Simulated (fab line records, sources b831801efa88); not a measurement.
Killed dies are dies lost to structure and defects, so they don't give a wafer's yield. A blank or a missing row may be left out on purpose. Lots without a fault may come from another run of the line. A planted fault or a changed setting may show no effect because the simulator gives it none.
fab line records | flow sky130
record lots=14 wafers=42 last_day=50
route steps=708 shown LDD_P@262 LDD_HVN@276 LDD_HVP@287 SPACER@305
lots that met no fault: from a run of the same line without faults
start_h: hours from the record's first day to the start of the lot's first wafer shown | wait_h: hours since the lot's step before | " the same as in the row above | L1.1+2: a row that stands for several wafers | - no value, or no start given | * or withheld: withheld | < > ~ a bound
route shown NAME@n: a module of which the file shows steps, and the number in the route of the first | usual: mean/standard deviation of fault-free wafers | same: alike in all rows | chamber/n: place in a boat | sites: the reading at each site | _std_site: their standard deviation | _edge_site: outer sites' mean less inner sites' | radius_mm: how far each site lies from the wafer's centre | mask NAME#n: copy n | behind: the tool/chamber that last shaped the wafer | hold: why the lot was held/for how many hours/how that ended | device: the transistor (n, p or np) that didn't switch | end of line: the same wafers' tests at the end of the route | a step without rows: its recipe alone | killed: dies lost to structure and defects at the first sort, not the wafer's yield | map: a wafer's dies, x killed, . not, _ none there
set.NAME: the setting as run; set.NAME@STEP: as run at that earlier step | model.NAME: the simulator's own value behind a step, which no gauge read
steps of the route over a sample of lots; a table a step, a row a wafer
services: from which hour (start_h, from the record's first day; less than 0 if before it) a tool's chamber was out of use, for how many hours, and why
## steps
# step SKY_LDD_P_CD_MEAS_07
# recipe target_cd_nm=380
# usual cd_nm=380.4/2.1
# columns lot.wafer tool chamber start_h wait_h cd_nm
L217.1 cd_sem-01 - 437.29 0.1 374.3
L217.3 " - " " 376.2
L217.5 " - " " 375.2
L218.2 cd_sem-02 - 437.89 0.1 383.7
L218.3 " - " " 380.9
L218.5 " - " " 381.4
L219.2 cd_sem-01 - 452.11 0.1 380.1
L219.3 " - " " 380.5
L219.4 " - " " 379.9
L220.1 cd_sem-02 - 460.59 0.1 383.4
L220.5 " - " " 381.9
L220.6 " - " " 384.4
L222.3 cd_sem-01 - 475.18 0.1 381.8
L222.4 " - " " 382.6
L222.6 " - " " 381.7
L223.1 cd_sem-01 - 503.97 0.1 380.8
L223.2 " - " " 379.1
L223.4 " - " " 381.4
L228.1 cd_sem-02 - 539.24 0.1 380.7
L228.5 " - " " 380.3
L228.6 " - " " 379.5
L230.1 cd_sem-01 - 559.24 0.1 373.5
L230.3 " - " " 378.3
L230.5 " - " " 377.3
L232.2 cd_sem-02 - 572.61 0.1 382.5
L232.4 " - " " 380.7
L232.5 " - " " 382.5
L233.1 cd_sem-02 - 572.99 0.1 384.3
L233.2 " - " " 384.7
L233.5 " - " " 383.3
L234.4 cd_sem-02 - 577.08 0.1 378.0
L234.5 " - " " 380.0
L234.6 " - " " 382.2
L235.1 cd_sem-01 - 589.34 0.1 380.1
L235.3 " - " " 378.1
L235.6 " - " " 377.3
L238.1 cd_sem-01 - 612.34 0.1 379.5
L238.4 " - " " 379.8
L238.6 " - " " 381.8
L240.1 cd_sem-01 - 623.72 0.1 378.8
L240.2 " - " " 379.9
L240.3 " - " " 379.3
# step SKY_LDD_P_STRIP_10
# recipe chemistry=O2/N2 power_w=1400 pressure_mtorr=1500 platen_temp_c=withheld o2_flow_sccm=3000 n2_flow_sccm=300 overash_fraction=0.5
# usual chamber_pressure_mTorr=1500.0/1.3 drypump_motor_current_A=5.5/0.4 oes_product_au=0.715/0.0049 strip_time_to_endpoint_s=14.16/0.039
# same overash_fraction=0.5
# columns lot.wafer tool chamber start_h wait_h chamber_pressure_mTorr drypump_motor_current_A oes_product_au rf_hours_counter_h strip_time_to_endpoint_s
L217.1 plasma_asher-01 0 437.60 0.1 1500.0 5.5 0.707 31 14.14
L217.3 " 0 " " 1501.1 5.5 0.714 - 14.16
L217.5 " 0 " " 1499.1 5.5 0.714 - 14.18
L218.2 plasma_asher-03 1 438.17 0.1 1499.1 5.5 0.706 1 14.15
L218.3 " 0 " " 1500.2 6.0 0.722 - 14.11
L218.5 " 1 " " 1499.1 5.6 0.727 - 14.08
L219.2 plasma_asher-03 1 452.40 0.1 1501.0 5.6 0.715 2 14.14
L219.3 " 0 " " 1502.2 6.0 0.718 - 14.13
L219.4 " 1 " " 1499.4 5.5 0.715 - 14.11
L220.1 plasma_asher-02 0 460.90 0.1 1497.6 5.9 0.710 77 14.18
L220.5 " 0 " " 1501.9 5.9 0.708 - 14.17
L220.6 " 1 " " 1500.5 4.7 0.716 - 14.14
L222.3 plasma_asher-02 0 475.48 0.1 1499.6 5.9 0.714 - 14.11
L222.4 " 1 " " 1500.9 4.7 0.720 - 14.09
L222.6 " 0 " " 1499.5 5.9 0.725 - 14.13
L223.1 plasma_asher-02 0 504.27 0.1 1499.9 5.8 0.718 82 14.07
L223.2 " 1 " " 1499.4 4.7 0.719 82 14.06
L223.4 " 1 " " 1502.1 4.7 0.710 - 14.08
L228.1 plasma_asher-02 0 539.55 0.1 1502.0 5.9 0.714 86 14.18
L228.5 " 1 " " 1500.2 4.7 0.723 - 14.21
L228.6 " 0 " " 1498.1 5.8 0.710 - 14.18
L230.1 plasma_asher-02 1 559.55 0.1 1499.5 4.7 0.709 88 14.19
L230.3 " 0 " " 1498.5 5.9 0.726 - 14.19
L230.5 " 1 " " 1500.8 4.7 0.715 - 14.20
L232.2 plasma_asher-01 1 572.90 0.1 1497.3 5.5 0.712 44 14.09
L232.4 " 0 " " 1501.2 5.5 0.724 - 14.15
L232.5 " 1 " " 1498.7 5.5 0.708 - 14.15
L233.1 plasma_asher-03 0 573.30 0.1 1499.6 6.0 0.716 12 14.14
L233.2 " 1 " " 1500.8 5.5 0.715 12 14.19
L233.5 " 1 " " 1499.5 5.6 0.723 - 14.19
L234.4 plasma_asher-01 0 577.36 0.1 1499.0 5.5 0.719 - 14.16
L234.5 " 1 " " 1501.7 5.4 0.719 - 14.20
L234.6 " 0 " " 1500.4 5.5 0.714 - 14.20
L235.1 plasma_asher-01 0 589.65 0.1 1499.0 5.5 0.712 46 14.18
L235.3 " 1 " " 1500.7 5.5 0.714 - 14.16
L235.6 " 0 " " 1500.9 5.4 0.711 - 14.18
L238.1 plasma_asher-01 1 612.65 0.1 1500.0 5.5 0.720 49 14.14
L238.4 " 1 " " 1501.2 5.5 0.714 - 14.14
L238.6 " 0 " " 1500.6 5.4 0.715 - 14.21
L240.1 plasma_asher-01 0 624.02 0.1 1498.0 5.4 0.715 51 14.18
L240.2 " 1 " " 1501.2 5.5 0.716 51 14.12
L240.3 " 1 " " 1499.2 5.5 0.711 - 14.14
# step SKY_LDD_HVN_STRIP_09
# recipe chemistry=O2/N2 power_w=1400 pressure_mtorr=1500 platen_temp_c=withheld o2_flow_sccm=3000 n2_flow_sccm=300 overash_fraction=0.5
# usual chamber_pressure_mTorr=1499.9/1.4 drypump_motor_current_A=5.51/0.28 oes_product_au=0.408/0.0045 overash_fraction=0.5/0 strip_time_to_endpoint_s=4.133/0.014
# columns lot.wafer tool chamber start_h wait_h chamber_pressure_mTorr drypump_motor_current_A oes_product_au overash_fraction rf_hours_counter_h strip_time_to_endpoint_s
L217.1 plasma_asher-01 0 467.83 0.1 1501.4 5.45 0.412 0.5 34 4.156
L217.3 " 0 " " 1501.4 5.46 0.416 0.5 - 4.153
L217.5 " 1 " " 1499.2 5.48 0.408 0.5 - 4.140
L218.2 plasma_asher-04 1 469.20 0.1 1501.0 5.03 0.411 0.5 66 4.105
L218.3 " 0 " " 1500.8 5.65 0.414 0.5 - 4.125
L218.5 " 0 " " 1500.9 5.64 0.409 0.5 - 4.105
L219.2 plasma_asher-04 0 483.08 0.1 1498.2 5.64 0.406 0.5 67 4.108
L219.3 " 1 " " 1501.0 5.08 0.403 0.5 - 4.131
L219.4 " 0 " " 1502.3 5.62 0.408 0.5 - 4.117
L220.1 plasma_asher-04 1 491.88 0.1 1499.7 5.01 0.406 0.5 68 4.122
L220.5 " 1 " " 1498.5 5.04 0.402 0.5 - 4.157
L220.6 " 0 " " 1501.0 5.61 0.406 0.5 - 4.140
L222.3 plasma_asher-01 1 506.59 0.1 1499.5 5.51 0.405 0.5 - 4.149
L222.4 " 0 " " 1501.0 5.51 0.412 0.5 - 4.144
L222.6 " 0 " " 1501.2 5.49 0.412 0.5 - 4.154
L223.1 plasma_asher-04 0 535.38 0.1 1498.6 5.63 0.404 0.5 73 4.153
L223.2 " 1 " " 1500.2 5.04 0.408 0.5 73 4.129
L223.4 " 1 " " 1497.9 5.06 0.415 0.5 - 4.140
L228.1 plasma_asher-01 1 568.78 0.1 1500.0 5.51 0.404 0.5 44 4.140
L228.5 " 1 " " 1499.0 5.53 0.411 0.5 - 4.126
L228.6 " 0 " " 1501.1 5.46 0.407 0.5 - 4.112
L230.1 plasma_asher-04 1 588.38 0.1 - - - - - -
L230.3 " 1 " " - - - - - -
L230.5 " 0 " " - - - - - -
L232.2 plasma_asher-03 1 602.18 0.1 - - - - - -
L232.4 " 1 " " - - - - - -
L232.5 " 0 " " - - - - - -
L233.1 plasma_asher-03 0 602.48 0.1 1498.4 6.01 0.407 0.5 16 4.122
L233.2 " 1 " " 1499.7 5.56 0.402 0.5 16 4.142
L233.5 " 0 " " 1499.8 6.00 0.410 0.5 - 4.128
L234.4 plasma_asher-03 0 606.06 0.1 1498.3 6.05 0.406 0.5 - 4.124
L234.5 " 1 " " 1500.9 5.57 0.410 0.5 - 4.125
L234.6 " 0 " " 1500.5 6.00 0.409 0.5 - 4.131
L235.1 plasma_asher-03 0 617.93 0.1 1499.5 5.99 0.406 0.5 18 4.154
L235.3 " 1 " " 1498.2 5.52 0.413 0.5 - 4.131
L235.6 " 1 " " 1500.1 5.54 0.406 0.5 - 4.137
L238.1 plasma_asher-01 1 641.13 0.1 1499.9 5.48 0.403 0.5 52 4.103
L238.4 " 1 " " 1499.9 5.51 0.408 0.5 - 4.103
L238.6 " 1 " " 1499.8 5.52 0.403 0.5 - 4.129
L240.1 plasma_asher-03 1 653.48 0.1 1497.6 5.54 0.405 0.5 21 4.139
L240.2 " 0 " " 1499.5 6.02 0.408 0.5 21 4.153
L240.3 " 1 " " 1499.5 5.52 0.407 0.5 - 4.141
# step SKY_LDD_HVP_STRIP_09
# recipe chemistry=O2/N2 power_w=1400 pressure_mtorr=1500 platen_temp_c=withheld o2_flow_sccm=3000 n2_flow_sccm=300 overash_fraction=0.5
# usual chamber_pressure_mTorr=1499.9/1.5 drypump_motor_current_A=5.4/0.49 oes_product_au=0.408/0.0048 strip_time_to_endpoint_s=4.131/0.013
# same overash_fraction=0.5
# columns lot.wafer tool chamber start_h wait_h chamber_pressure_mTorr drypump_motor_current_A oes_product_au rf_hours_counter_h strip_time_to_endpoint_s
L217.1 plasma_asher-03 0 498.73 0.1 1498.6 6.0 0.411 5 4.127
L217.3 " 1 " " 1499.0 5.6 0.405 - 4.150
L217.5 " 0 " " 1499.5 6.0 0.412 - 4.118
L218.2 plasma_asher-04 0 500.75 0.1 1500.1 5.7 0.411 69 4.169
L218.3 " 0 " " 1501.6 5.7 0.408 - 4.128
L218.5 " 1 " " 1501.2 5.0 0.406 - 4.145
L219.2 plasma_asher-02 1 513.88 0.1 1497.4 4.7 0.405 83 4.133
L219.3 " 1 " " 1502.6 4.7 0.404 - 4.147
L219.4 " 0 " " 1501.5 5.9 0.399 - 4.123
L220.1 plasma_asher-04 0 523.18 0.2 1500.4 5.6 0.411 71 4.108
L220.5 " 1 " " 1499.0 5.0 0.404 - 4.101
L220.6 " 0 " " 1498.5 5.6 0.407 - 4.125
L222.3 plasma_asher-03 0 537.11 0.1 1501.7 6.0 0.402 - 4.142
L222.4 " 1 " " 1498.4 5.5 0.409 - 4.142
L222.6 " 0 " " 1502.4 6.0 0.403 - 4.144
L223.1 plasma_asher-02 1 565.68 0.1 1500.4 4.7 0.405 88 4.116
L223.2 " 0 " " 1500.3 5.8 0.408 88 4.104
L223.4 " 1 " " 1500.7 4.7 0.406 - 4.124
L228.1 plasma_asher-02 0 597.13 0.1 1501.0 5.8 0.405 91 4.127
L228.5 " 0 " " 1501.5 5.9 0.409 - 4.111
L228.6 " 1 " " 1499.4 4.7 0.397 - 4.135
L230.1 plasma_asher-02 1 616.53 0.1 1497.6 4.7 0.600 94 8.932
L230.3 " 0 " " 1498.2 5.9 0.612 - 8.949
L230.5 " 1 " " 1498.7 4.7 0.610 - 8.957
L232.2 plasma_asher-04 1 629.98 0.1 1501.6 5.0 0.602 80 8.937
L232.4 " 1 " " 1499.5 5.0 0.601 - 8.939
L232.5 " 1 " " 1503.1 5.0 0.609 - 8.925
L233.1 plasma_asher-03 1 630.58 0.1 1499.7 5.5 0.418 19 4.128
L233.2 " 0 " " 1500.3 6.0 0.405 19 4.147
L233.5 " 1 " " 1498.9 5.6 0.414 - 4.139
L234.4 plasma_asher-04 0 634.49 0.1 1502.1 5.6 0.400 - 4.140
L234.5 " 0 " " 1498.4 5.6 0.410 - 4.141
L234.6 " 1 " " 1501.9 5.1 0.407 - 4.150
L235.1 plasma_asher-03 1 646.53 0.1 1499.7 5.6 0.402 21 4.136
L235.3 " 0 " " 1501.5 6.0 0.401 - 4.136
L235.6 " 1 " " 1500.9 5.6 0.408 - 4.140
L238.1 plasma_asher-02 0 668.63 0.1 1500.6 5.8 0.411 100 4.128
L238.4 " 1 " " 1501.3 4.7 0.401 - 4.131
L238.6 " 1 " " 1499.8 4.7 0.410 - 4.137
L240.1 plasma_asher-02 0 681.20 0.1 1497.9 5.8 0.405 101 4.138
L240.2 " 1 " " 1499.9 4.7 0.407 101 4.134
L240.3 " 0 " " 1502.0 5.8 0.406 - 4.139
# step SKY_LDD_HVP_TW_MEAS_10
# usual LDD_HVP_TW=455/3.7
# columns lot.wafer tool chamber start_h wait_h LDD_HVP_TW
L217.1 film_metro-03 - 498.83 0.1 453
L217.3 " - " " 453
L217.5 " - " " 452
L218.2 film_metro-04 - 500.86 0.1 456
L218.3 " - " " 455
L218.5 " - " " 457
L219.2 film_metro-03 - 513.99 0.1 452
L219.3 " - " " 451
L219.4 " - " " 449
L220.1 film_metro-03 - 523.28 0.1 452
L220.5 " - " " 448
L220.6 " - " " 451
L222.3 film_metro-04 - 537.20 0.1 458
L222.4 " - " " 456
L222.6 " - " " 457
L223.1 film_metro-01 - 565.78 0.1 458
L223.2 " - " " 457
L223.4 " - " " 459
L228.1 film_metro-01 - 597.23 0.1 458
L228.5 " - " " 460
L228.6 " - " " 458
L230.1 film_metro-04 - 616.63 0.1 30
L230.3 " - " " 30
L230.5 " - " " 30
L232.2 film_metro-03 - 630.09 0.1 30
L232.4 " - " " 30
L232.5 " - " " 30
L233.1 film_metro-01 - 630.68 0.1 456
L233.2 " - " " 457
L233.5 " - " " 456
L234.4 film_metro-04 - 634.58 0.1 460
L234.5 " - " " 458
L234.6 " - " " 458
L235.1 film_metro-04 - 646.63 0.1 458
L235.3 " - " " 458
L235.6 " - " " 458
L238.1 film_metro-01 - 668.73 0.1 456
L238.4 " - " " 458
L238.6 " - " " 460
L240.1 film_metro-04 - 681.30 0.1 459
L240.2 " - " " 456
L240.3 " - " " 459
# step SKY_SPACER_THK_MEAS_01
# recipe reads=Si3N4_of_SPACER_CVD_00
# usual SPACER_CVD_00_THK=42.7/0.47
# columns lot.wafer tool chamber start_h wait_h SPACER_CVD_00_THK[nm]
L217.1 film_metro-03 - 531.65 0.0 42.4
L217.3 " - " " 42.7
L217.5 " - " " 42.6
L218.2 film_metro-03 - 534.22 0.0 42.9
L218.3 " - " " 43.5
L218.5 " - " " 43.4
L219.2 film_metro-03 - 546.52 0.0 42.8
L219.3 " - " " 43.0
L219.4 " - " " 43.1
L220.1 film_metro-02 - 555.95 0.0 42.6
L220.5 " - " " 42.7
L220.6 " - " " 42.7
L222.3 film_metro-04 - 569.64 0.0 42.9
L222.4 " - " " 43.1
L222.6 " - " " 43.0
L223.1 film_metro-03 - 608.97 0.0 42.8
L223.2 " - " " 42.6
L223.4 " - " " 42.9
L228.1 film_metro-04 - 628.05 0.0 42.1
L228.5 " - " " 42.2
L228.6 " - " " 42.2
L230.1 film_metro-04 - 652.33 0.0 42.9
L230.3 " - " " 42.8
L230.5 " - " " 42.6
L233.1 film_metro-02 - 660.76 0.0 42.8
L233.2 " - " " 42.8
L233.5 " - " " 42.6
L232.2 film_metro-03 - 660.77 0.0 42.9
L232.4 " - " " 43.0
L232.5 " - " " 42.9
L234.4 film_metro-02 - 665.11 0.0 42.7
L234.5 " - " " 43.2
L234.6 " - " " 43.5
L235.1 film_metro-04 - 677.00 0.0 41.7
L235.3 " - " " 42.0
L235.6 " - " " 41.9
L238.1 film_metro-02 - 700.16 0.0 42.8
L238.4 " - " " 42.6
L238.6 " - " " 42.8
L240.1 film_metro-04 - 711.14 0.0 42.5
L240.2 " - " " 41.9
L240.3 " - " " 42.2
## services
# columns tool chamber start_h hours kind
plasma_asher-03 - 421.28 9.0 pm
plasma_asher-03 0 421.28 9.0 vent_cycle
plasma_asher-03 1 421.28 9.0 vent_cycle
plasma_asher-03 0 430.28 - clean
plasma_asher-03 1 430.28 - clean
plasma_asher-02 - 442.47 2.1 repair
plasma_asher-02 - 452.42 1.6 repair
plasma_asher-04 - 471.13 0.5 repair
plasma_asher-03 - 473.48 14.6 pm
plasma_asher-01 - 487.77 3.3 repair
plasma_asher-03 - 488.21 2.8 repair
plasma_asher-01 - 547.51 7.4 repair
plasma_asher-04 - 597.72 28.1 pm
plasma_asher-03 - 624.44 0.9 repair
plasma_asher-04 - 633.35 1.0 repair
plasma_asher-04 - 639.15 8.6 repair
plasma_asher-03 - 641.94 2.8 pm
## key
first_sign step=SKY_LDD_HVN_STRIP_09 reading=tool_record direction=missing
effect step=SKY_LDD_HVP_STRIP_09 reading=strip_time_to_endpoint_s direction=up sigmas=99+ usual=* struck=*
effect step=SKY_LDD_HVP_TW_MEAS_10 reading=LDD_HVP_TW direction=down sigmas=99+ usual=455 struck=30
met_at SKY_LDD_HVN_STRIP_09
struck_lots L230,L232
sort_left_out L230.1,L230.3,L230.5,L232.2,L232.4,L232.5
tester_left_out L230,L232
not_acting_at SKY_LDD_P_CD_MEAS_07,SKY_LDD_P_STRIP_10,SKY_SPACER_THK_MEAS_01
onset_between 535.38 588.38
fault kind=skipped_step_whole tool=plasma_asher-03,plasma_asher-04 chamber=- onset_h=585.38 steps=SKY_LDD_HVN_STRIP_09 scope=struck_lots_only
# tester_left_out: of these lots the tester's yield and bins aren't shown, on N5 and GAA mostly nor the transistor test; their killed dies are dies lost to structure and defects alone, not to doping, threshold or leakage, so they don't give the yield
# sort_left_out: the simulated sort isn't trusted on such a fault, so these wafers' sort isn't shown, and their yield isn't known
